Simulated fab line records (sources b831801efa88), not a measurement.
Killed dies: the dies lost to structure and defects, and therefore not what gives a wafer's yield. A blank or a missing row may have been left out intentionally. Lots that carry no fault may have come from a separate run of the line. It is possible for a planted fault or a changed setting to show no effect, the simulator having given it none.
What tool caused it?	flow sky130	14 lots with 42 wafers sampled at 5 steps, on a route of 708 steps

WHAT EACH GAUGE READ, for each wafer
SKY_CAPM_THK_MEAS_01. Usual: CAPM_CVD_00_THK gives 15.53 nm (standard deviation 0.22).
lot	measured	on	CAPM_CVD_00_THK (nm)	flag
L426	day 36 10:38	film-metro-02	15.49 15.66 15.65	
L427	day 37 07:06	film-metro-02	15.54 15.55 15.49	
L428	day 37 10:47	film-metro-02	15.65 15.70 16.08	
L429	day 38 02:02	film-metro-04	15.21 15.70 15.66	
L431	day 38 05:03	film-metro-02	15.44 15.52 15.86	
L430	day 38 09:28	film-metro-03	15.40 15.44 15.67	
L434	day 39 07:19	film-metro-04	15.31 15.49 15.56	
L435	day 39 21:28	film-metro-04	15.41 15.55 15.51	
L436	day 40 08:02	film-metro-02	15.48 15.61 15.54	
L440	day 41 16:22	film-metro-02	15.39 15.99 15.66	
L441	day 42 04:01	film-metro-03	15.12 15.21 15.42	
L444	day 43 02:50	film-metro-03	15.52 15.58 15.93	
L448	day 43 14:46	film-metro-03	15.38 15.30 15.62	
L447	day 43 17:29	film-metro-03	15.56 15.74 15.73	

SKY_METAL3_CD_MEAS_13: the cd target is 300 nm. Usual: cd-nm at 300.5 nm, with a standard deviation of 1.5.
lot	measured	on	cd-nm (nm)	flag
L426	day 38 14:50	cd-sem-02	300.3 298.8 300.9	
L427	day 39 12:43	cd-sem-01	297.5 298.4 299.4	
L428	day 39 13:45	cd-sem-02	300.5 300.6 299.5	
L429	day 40 05:19	cd-sem-02	300.5 299.5 298.9	
L431	day 40 08:12	cd-sem-02	298.4 300.1 300.2	
L430	day 40 13:37	cd-sem-01	301.8 300.2 300.1	
L434	day 41 10:09	cd-sem-02	301.8 302.6 302.0	
L435	day 41 23:31	cd-sem-02	371.9 369.9 370.6	OFF
L436	day 42 09:25	cd-sem-01	370.2 373.7 372.2	OFF
L440	day 43 16:01	cd-sem-02	301.4 301.2 301.8	
L441	day 44 03:21	cd-sem-02	298.4 298.4 297.1	
L444	day 45 01:18	cd-sem-01	302.0 301.6 301.5	
L448	day 45 12:11	cd-sem-01	300.8 302.1 302.8	
L447	day 45 15:10	cd-sem-02	300.4 300.0 300.4	

SKY_METAL3_OVL_MEAS_14. Usual: METAL3_OVL gives 1 nm (standard deviation 5.6).
lot	measured	on	METAL3_OVL (nm)	flag
L426	day 38 14:57	overlay-01	-2 3 -4	
L427	day 39 12:50	overlay-01	2 0 8	
L428	day 39 13:52	overlay-01	0 3 -9	
L429	day 40 05:25	overlay-02	3 4 1	
L431	day 40 08:19	overlay-02	11 6 9	
L430	day 40 13:42	overlay-01	9 6 7	
L434	day 41 10:15	overlay-02	-2 2 9	
L435	day 41 23:38	overlay-02	-2 -1 0	
L436	day 42 09:31	overlay-02	1 -5 -3	
L440	day 43 16:07	overlay-01	-1 0 6	
L441	day 44 03:28	overlay-01	1 5 2	
L444	day 45 01:25	overlay-01	-5 -4 4	
L448	day 45 12:19	overlay-01	-9 -6 -2	
L447	day 45 15:14	overlay-01	8 10 9	

TOOL THAT RAN EACH LOT (tool first, then ch and the chambers of the sampled wafers, then the start)
lot	SKY_VIA2_CVD_21	SKY_METAL3_EXPOSE_10
L426	cvd-w-01 ch 0,1, day 36 09:51	krf-scanner-01 ch 0, day 38 02:20
L427	cvd-w-01 ch 0,1, day 37 06:19	krf-scanner-02 ch 0, day 39 00:03
L428	cvd-w-02 ch 0,1, day 37 10:01	krf-scanner-01 ch 0, day 39 01:42
L429	cvd-w-01 ch 0,1, day 38 01:15	krf-scanner-01 ch 0, day 39 16:49
L431	cvd-w-02 ch 0,1, day 38 04:16	krf-scanner-02 ch 0, day 39 19:59
L430	cvd-w-02 ch 0,1, day 38 08:41	krf-scanner-02 ch 0, day 40 01:17
L434	cvd-w-02 ch 1, day 39 06:30	krf-scanner-02 ch 0, day 40 21:44
L435	cvd-w-02 ch 0,1, day 39 20:40	krf-scanner-01 ch 0, day 41 11:46
L436	cvd-w-02 ch 0,1, day 40 07:16	krf-scanner-01 ch 0, day 41 21:23
L440	cvd-w-02 ch 0,1, day 41 15:35	krf-scanner-02 ch 0, day 43 04:44
L441	cvd-w-01 ch 0,1, day 42 03:14	krf-scanner-02 ch 0, day 43 15:52
L444	cvd-w-01 ch 0,1, day 43 02:02	krf-scanner-02 ch 0, day 44 14:18
L448	cvd-w-02 ch 0,1, day 43 13:58	krf-scanner-02 ch 0, day 45 01:15
L447	cvd-w-01 ch 0,1, day 43 16:41	krf-scanner-02 ch 0, day 45 04:38
- SKY_VIA2_CVD_21: deposits W, target thk 420 nm, time 126.4 s.
- SKY_METAL3_EXPOSE_10: exposes mask MM3, target cd 300 nm.

WHAT THE TOOLS THEMSELVES READ (means of the sampled wafers that have a number; where no wafer has one, the mark that the record gives instead)
SKY_VIA2_CVD_21. Usual: heater-power-outer-w 481 W, standard deviation 17; heater-power-w 770 W, standard deviation 44.
lot	tool	heater-power-outer-w (W)	heater-power-w (W)	flag
L426	cvd-w-01	468	745	
L427	cvd-w-01	469	780	
L428	cvd-w-02	510	814	
L429	cvd-w-01	469	784	
L431	cvd-w-02	503	790	
L430	cvd-w-02	502	777	
L434	cvd-w-02	495	797	
L435	cvd-w-02	493	783	
L436	cvd-w-02	498	781	
L440	cvd-w-02	491	781	
L441	cvd-w-01	463	742	
L444	cvd-w-01	462	757	
L448	cvd-w-02	485	766	
L447	cvd-w-01	475	775	

SKY_METAL3_EXPOSE_10. Usual: exposure-dose-mJ-cm2 27.950, standard deviation 0.025; stage-vel-mm-s 500.03 mm/s, standard deviation 0.23.
lot	tool	exposure-dose-mJ-cm2	stage-vel-mm-s (mm/s)	flag
L426	krf-scanner-01	27.932	500.32	
L427	krf-scanner-02	27.958	500.06	
L428	krf-scanner-01	27.964	500.05	
L429	krf-scanner-01	27.947	500.14	
L431	krf-scanner-02	27.928	500.10	
L430	krf-scanner-02	27.985	499.86	
L434	krf-scanner-02	27.978	499.87	
L435	krf-scanner-01	18.844	499.87	OFF
L436	krf-scanner-01	18.892	499.93	OFF
L440	krf-scanner-02	27.953	499.98	
L441	krf-scanner-02	27.950	500.38	
L444	krf-scanner-02	27.925	500.04	
L448	krf-scanner-02	27.965	500.15	
L447	krf-scanner-02	27.944	499.88	

THE ANSWER, worked out from the rows above alone
Rule: a lot counts as off when the mean over its wafers that have a number is more than 3 standard deviations away from the usual mean. Also off: a lot with no number at a reading for which 4 or more lots have one. All remaining lots with rows at the step are treated as sound. After the gauges, taken in route order, come the tools' own readings; for these a lot's mean is taken, as printed above. At the first step where some lot is off, the reading lying furthest off is the one used; lots without a number count as furthest.
Off, at SKY_METAL3_CD_MEAS_13 on cd-nm: L435, L436.
A tool fits if, at a process step before that reading, it ran every lot that is off, and no sound lot after the first of them. Not tried: the gauges at SKY_METAL3_CD_MEAS_13; whatever is off there is also off at SKY_METAL3_EXPOSE_10, on other tools, and gauge error can't account for it. One fits: krf-scanner-01 at SKY_METAL3_EXPOSE_10. A fault onset in the window from L429 (day 39 16:49, its last sound lot) to L435 (day 41 11:46, its first lot off) fits.
On the lots that are off, the tool's own readings at SKY_METAL3_EXPOSE_10 differ by more than 5 times the standard deviation of the sound lots' means, which bears it out; exposure-dose-mJ-cm2 reads 18.868 there versus 27.952 on the sound lots.

WHAT THE SIMULATOR HAD INSERTED
Drift in process parameters on krf-scanner-01 at SKY_METAL3_EXPOSE_10, starting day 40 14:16. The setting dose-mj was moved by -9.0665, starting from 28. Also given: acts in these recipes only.
Lots struck among those shown: L435, L436. The same result came from the rule above.
